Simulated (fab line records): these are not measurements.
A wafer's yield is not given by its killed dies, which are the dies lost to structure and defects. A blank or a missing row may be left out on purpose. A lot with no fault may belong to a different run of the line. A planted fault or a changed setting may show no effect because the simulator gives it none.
2 desks looking at one fault    flow sfq-line    each desk holds nothing but its own numbers, with what lay behind them at the end

== METROLOGY DESK ==
Lot by lot, what the gauges showed, no matter which tool ran the lot: averages of those sampled wafers that carry a number. Any lot whose mean is over 4 standard deviations away from the usual mean is out of limits and marked OUT; that distance is given in the brackets.
Columns: A = L0V_OVL at SFQ_L0V_OVL_MEAS_903, usual 4 nm
lot   first seen here  A
L217  day 6 05:16      7
L221  day 7 04:38      -2
L225  day 7 23:50      -4
L227  day 8 10:38      -1
L232  day 9 11:49      7
L236  day 10 14:20     -3
This desk found nothing out of limits on any of the 6 lots.

== FOR THE TOOL OWNER'S DESK: rie-diel-01 ==
The tool's own readings at SFQ_TRILAYER_L0_VIA_BARC_OPEN_VIA_ETCH_021 (etches BARC in O2, target depth 125 nm, time 41.7 s): means of the sampled wafers that have a number, for each lot that ran on this tool. Any lot whose mean is over 4 standard deviations away from the usual mean is out of limits and marked OUT; that distance is given in the brackets.
Columns: A = drypump-motor-current-A at SFQ_TRILAYER_L0_VIA_BARC_OPEN_VIA_ETCH_021, usual 5.8 A; B = oes-product-au at SFQ_TRILAYER_L0_VIA_BARC_OPEN_VIA_ETCH_021, usual 0.686 a.u.
lot   first seen here  A    B
L221  day 7 04:40      5.7  0.680
L225  day 7 23:51      6.0  0.688
L227  day 8 10:39      6.0  0.689
This desk found nothing out of limits on any of the 3 lots.

== BROUGHT TOGETHER ==
Metrology desk: nothing out of limits seen.
Nothing out of limits was seen by the tool owner's desk.

== WHAT WAS PUT IN BY THE SIMULATOR ==
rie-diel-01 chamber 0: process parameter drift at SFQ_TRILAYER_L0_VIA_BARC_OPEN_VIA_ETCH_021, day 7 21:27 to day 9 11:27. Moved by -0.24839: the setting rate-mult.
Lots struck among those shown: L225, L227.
